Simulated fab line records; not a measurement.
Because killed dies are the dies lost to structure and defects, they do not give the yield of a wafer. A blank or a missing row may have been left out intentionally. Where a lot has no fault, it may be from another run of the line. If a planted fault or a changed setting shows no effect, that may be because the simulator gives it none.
The tool behind it: which one? || flow sky130 || 33 wafers from 11 lots sampled at 6 of the route's 708 steps

## WHAT THE GAUGES READ, wafer by wafer
SKY_SD_P_TW_MEAS_11.
{"lot": "L446", "measured": "day 26 09:13", "on": "film-metro-01", "SD_P_TW": "2843 2827 2838"}
{"lot": "L447", "measured": "day 27 06:59", "on": "film-metro-02", "SD_P_TW": "2841 2858 2853"}
{"lot": "L450", "measured": "day 28 09:55", "on": "film-metro-03", "SD_P_TW": "2795 2802 2799"}
{"lot": "L454", "measured": "day 29 07:11", "on": "film-metro-01", "SD_P_TW": "2831 2832 2821"}
{"lot": "L455", "measured": "day 29 13:50", "on": "film-metro-03", "SD_P_TW": "2782 2788 2789"}
{"lot": "L457", "measured": "day 30 17:08", "on": "film-metro-01", "SD_P_TW": "2821 2824 2805"}
{"lot": "L456", "measured": "day 30 18:31", "on": "film-metro-01", "SD_P_TW": "2824 2813 2831"}
{"lot": "L458", "measured": "day 31 03:47", "on": "film-metro-02", "SD_P_TW": "2862 2864 2850"}
{"lot": "L460", "measured": "day 31 10:01", "on": "film-metro-01", "SD_P_TW": "2846 2843 2861"}
{"lot": "L464", "measured": "day 32 13:02", "on": "film-metro-02", "SD_P_TW": "2864 2867 2865"}
{"lot": "L465", "measured": "day 33 06:10", "on": "film-metro-03", "SD_P_TW": "2816 2798 2807"}

SKY_LI_CONTACT_BOW_MEAS_03.
{"lot": "L446", "measured": "day 28 19:55", "on": "film-metro-02", "LI_CONTACT_BOW (um)": "49 53 59"}
{"lot": "L447", "measured": "day 29 16:05", "on": "film-metro-01", "LI_CONTACT_BOW (um)": "51 51 53"}
{"lot": "L450", "measured": "day 30 18:55", "on": "film-metro-02", "LI_CONTACT_BOW (um)": "61 54 37"}
{"lot": "L454", "measured": "day 31 14:28", "on": "film-metro-02", "LI_CONTACT_BOW (um)": "54 56 62"}
{"lot": "L455", "measured": "day 31 22:31", "on": "film-metro-03", "LI_CONTACT_BOW (um)": "66 61 46"}
{"lot": "L457", "measured": "day 33 00:50", "on": "film-metro-03", "LI_CONTACT_BOW (um)": "63 62 60"}
{"lot": "L456", "measured": "day 33 01:59", "on": "film-metro-01", "LI_CONTACT_BOW (um)": "63 51 52"}
{"lot": "L458", "measured": "day 33 10:20", "on": "film-metro-02", "LI_CONTACT_BOW (um)": "60 56 51"}
{"lot": "L460", "measured": "day 33 17:02", "on": "film-metro-02", "LI_CONTACT_BOW (um)": "58 62 63"}
{"lot": "L464", "measured": "day 34 18:31", "on": "film-metro-01", "LI_CONTACT_BOW (um)": "64 67 51"}
{"lot": "L465", "measured": "day 35 11:51", "on": "film-metro-02", "LI_CONTACT_BOW (um)": "59 57 48"}

SKY_LI_CONTACT_CD_MEAS_12: the cd target is 170 nm.
{"lot": "L446", "measured": "day 29 23:50", "on": "cd-sem-01", "cd-nm (nm)": "172.3 170.5 173.0"}
{"lot": "L447", "measured": "day 30 19:42", "on": "cd-sem-02", "cd-nm (nm)": "170.6 171.4 171.0"}
{"lot": "L450", "measured": "day 31 21:55", "on": "cd-sem-02", "cd-nm (nm)": "169.8 170.2 169.1"}
{"lot": "L454", "measured": "day 32 17:26", "on": "cd-sem-02", "cd-nm (nm)": "170.8 170.5 169.4"}
{"lot": "L455", "measured": "day 33 01:35", "on": "cd-sem-01", "cd-nm (nm)": "168.8 170.1 170.9"}
{"lot": "L457", "measured": "day 34 03:40", "on": "cd-sem-02", "cd-nm (nm)": "173.5 171.6 174.7"}
{"lot": "L456", "measured": "day 34 04:22", "on": "cd-sem-01", "cd-nm (nm)": "169.2 169.7 170.9"}
{"lot": "L458", "measured": "day 34 13:19", "on": "cd-sem-02", "cd-nm (nm)": "169.5 169.1 169.3"}
{"lot": "L460", "measured": "day 34 20:01", "on": "cd-sem-01", "cd-nm (nm)": "170.8 170.7 170.5"}
{"lot": "L464", "measured": "day 35 20:35", "on": "cd-sem-01", "cd-nm (nm)": "168.8 169.3 168.0"}
{"lot": "L465", "measured": "day 36 13:58", "on": "cd-sem-01", "cd-nm (nm)": "168.3 169.3 169.5"}

SKY_LOCAL_INTERCONNECT_RS_MEAS_01: measurement is done with a four-point probe.
{"lot": "L446", "measured": "day 30 01:13", "on": "film-metro-04", "LOCAL_INTERCONNECT_TIN_RS (ohm/sq)": "13.93 14.04 13.95"}
{"lot": "L447", "measured": "day 30 21:13", "on": "film-metro-03", "LOCAL_INTERCONNECT_TIN_RS (ohm/sq)": "13.88 13.88 13.88"}
{"lot": "L450", "measured": "day 31 23:18", "on": "film-metro-04", "LOCAL_INTERCONNECT_TIN_RS (ohm/sq)": "14.27 14.40 14.33"}
{"lot": "L454", "measured": "day 32 18:49", "on": "film-metro-01", "LOCAL_INTERCONNECT_TIN_RS (ohm/sq)": "14.33 15.97 16.08"}
{"lot": "L455", "measured": "day 33 02:59", "on": "film-metro-04", "LOCAL_INTERCONNECT_TIN_RS (ohm/sq)": "14.26 14.21 16.05"}
{"lot": "L457", "measured": "day 34 05:02", "on": "film-metro-01", "LOCAL_INTERCONNECT_TIN_RS (ohm/sq)": "14.11 14.02 14.10"}
{"lot": "L456", "measured": "day 34 05:46", "on": "film-metro-03", "LOCAL_INTERCONNECT_TIN_RS (ohm/sq)": "13.99 13.91 13.94"}
{"lot": "L458", "measured": "day 34 14:41", "on": "film-metro-01", "LOCAL_INTERCONNECT_TIN_RS (ohm/sq)": "14.20 14.34 14.16"}
{"lot": "L460", "measured": "day 34 21:25", "on": "film-metro-01", "LOCAL_INTERCONNECT_TIN_RS (ohm/sq)": "14.01 13.89 13.93"}
{"lot": "L464", "measured": "day 35 22:01", "on": "film-metro-04", "LOCAL_INTERCONNECT_TIN_RS (ohm/sq)": "13.94 13.88 14.13"}
{"lot": "L465", "measured": "day 36 15:23", "on": "film-metro-04", "LOCAL_INTERCONNECT_TIN_RS (ohm/sq)": "14.10 14.18 14.16"}

SKY_LOCAL_INTERCONNECT_THK_MEAS_02: measures by xrf.
{"lot": "L446", "measured": "day 30 01:20", "on": "film-metro-04", "LOCAL_INTERCONNECT_TIN_THK (nm)": "101.6 100.8 101.5"}
{"lot": "L447", "measured": "day 30 21:19", "on": "film-metro-03", "LOCAL_INTERCONNECT_TIN_THK (nm)": "101.7 101.9 102.0"}
{"lot": "L450", "measured": "day 31 23:23", "on": "film-metro-04", "LOCAL_INTERCONNECT_TIN_THK (nm)": "99.2 98.6 99.0"}
{"lot": "L454", "measured": "day 32 18:55", "on": "film-metro-01", "LOCAL_INTERCONNECT_TIN_THK (nm)": "99.6 90.8 90.6"}
{"lot": "L455", "measured": "day 33 03:05", "on": "film-metro-04", "LOCAL_INTERCONNECT_TIN_THK (nm)": "99.4 100.1 90.6"}
{"lot": "L457", "measured": "day 34 05:08", "on": "film-metro-01", "LOCAL_INTERCONNECT_TIN_THK (nm)": "101.2 101.3 101.1"}
{"lot": "L456", "measured": "day 34 05:53", "on": "film-metro-03", "LOCAL_INTERCONNECT_TIN_THK (nm)": "101.5 102.4 101.8"}
{"lot": "L458", "measured": "day 34 14:49", "on": "film-metro-01", "LOCAL_INTERCONNECT_TIN_THK (nm)": "100.0 99.0 99.9"}
{"lot": "L460", "measured": "day 34 21:32", "on": "film-metro-01", "LOCAL_INTERCONNECT_TIN_THK (nm)": "101.6 102.4 101.7"}
{"lot": "L464", "measured": "day 35 22:07", "on": "film-metro-04", "LOCAL_INTERCONNECT_TIN_THK (nm)": "101.2 101.5 99.8"}
{"lot": "L465", "measured": "day 36 15:31", "on": "film-metro-04", "LOCAL_INTERCONNECT_TIN_THK (nm)": "100.6 100.0 100.3"}

## EACH LOT AND THE TOOL THAT RAN IT (in order: tool; ch and the chambers of the sampled wafers; start)
{"lot": "L446", "SKY_LOCAL_INTERCONNECT_SPUTTER_00": "pvd-sputter-04, day 30 01:08"}
{"lot": "L447", "SKY_LOCAL_INTERCONNECT_SPUTTER_00": "pvd-sputter-02, day 30 21:07"}
{"lot": "L450", "SKY_LOCAL_INTERCONNECT_SPUTTER_00": "pvd-sputter-03, day 31 23:11"}
{"lot": "L454", "SKY_LOCAL_INTERCONNECT_SPUTTER_00": "pvd-sputter-03, day 32 18:44"}
{"lot": "L455", "SKY_LOCAL_INTERCONNECT_SPUTTER_00": "pvd-sputter-03, day 33 02:54"}
{"lot": "L457", "SKY_LOCAL_INTERCONNECT_SPUTTER_00": "pvd-sputter-04, day 34 04:56"}
{"lot": "L456", "SKY_LOCAL_INTERCONNECT_SPUTTER_00": "pvd-sputter-02, day 34 05:41"}
{"lot": "L458", "SKY_LOCAL_INTERCONNECT_SPUTTER_00": "pvd-sputter-04, day 34 14:38"}
{"lot": "L460", "SKY_LOCAL_INTERCONNECT_SPUTTER_00": "pvd-sputter-04, day 34 21:20"}
{"lot": "L464", "SKY_LOCAL_INTERCONNECT_SPUTTER_00": "pvd-sputter-02, day 35 21:56"}
{"lot": "L465", "SKY_LOCAL_INTERCONNECT_SPUTTER_00": "pvd-sputter-02, day 36 15:20"}
- SKY_LOCAL_INTERCONNECT_SPUTTER_00: material TiN, target thk 100 nm, time 83.3 s.

## WHAT THE TOOLS THEMSELVES READ (means of the sampled wafers that have a number; where no wafer has one, the mark that the record gives instead)
SKY_LOCAL_INTERCONNECT_SPUTTER_00.
{"lot": "L446", "tool": "pvd-sputter-04", "throttle-valve-pct (%)": 29.9}
{"lot": "L447", "tool": "pvd-sputter-02", "throttle-valve-pct (%)": 29.6}
{"lot": "L450", "tool": "pvd-sputter-03", "throttle-valve-pct (%)": 29.5}
{"lot": "L454", "tool": "pvd-sputter-03", "throttle-valve-pct (%)": 30.0}
{"lot": "L455", "tool": "pvd-sputter-03", "throttle-valve-pct (%)": 30.1}
{"lot": "L457", "tool": "pvd-sputter-04", "throttle-valve-pct (%)": 29.8}
{"lot": "L456", "tool": "pvd-sputter-02", "throttle-valve-pct (%)": 30.8}
{"lot": "L458", "tool": "pvd-sputter-04", "throttle-valve-pct (%)": 30.2}
{"lot": "L460", "tool": "pvd-sputter-04", "throttle-valve-pct (%)": 30.4}
{"lot": "L464", "tool": "pvd-sputter-02", "throttle-valve-pct (%)": 30.3}
{"lot": "L465", "tool": "pvd-sputter-02", "throttle-valve-pct (%)": 30.1}

## THE ANSWER, worked out from the rows above alone
Rule: the lots themselves supply what counts as usual. Put in order of their means at a reading, lots are off if they are a third of the lots or fewer, leave a main group of 4 or more, and stand apart from it by a gap of 3 or more times the standard deviation of the main group's means; of several such gaps the widest counts. A main group is skipped when, at the precision printed for the reading in the tables above, its means are all equal. Also off: a lot with no number at a reading for which 4 or more lots have one. Any other lot the step has rows for is counted as sound. Order of review: gauges by route order, followed by the tools' own readings, for which a lot's mean as printed above is used. At the first step where some lot is off, the reading lying furthest off is the one used; lots without a number count as furthest.
Off: L454, L455, at SKY_LOCAL_INTERCONNECT_RS_MEAS_01 (LOCAL_INTERCONNECT_TIN_RS). Main group: mean 14.06 ohm/sq, sd 0.14.
If a tool, at a process step before that reading, ran all the lots that are off and no sound lot after the first of them, it fits. The gauges at SKY_LOCAL_INTERCONNECT_RS_MEAS_01 are tried like those tools. One fits: pvd-sputter-03 at SKY_LOCAL_INTERCONNECT_SPUTTER_00. A fault onset in the window from L450 (day 31 23:11, its last sound lot) to L454 (day 32 18:44, its first lot off) fits.

## WHAT THE SIMULATOR HAD PUT IN
Site profile drift: pvd-sputter-03, from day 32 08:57 on, at SKY_LOCAL_INTERCONNECT_SPUTTER_00. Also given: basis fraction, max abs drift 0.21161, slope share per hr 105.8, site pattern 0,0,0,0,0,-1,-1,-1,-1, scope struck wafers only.
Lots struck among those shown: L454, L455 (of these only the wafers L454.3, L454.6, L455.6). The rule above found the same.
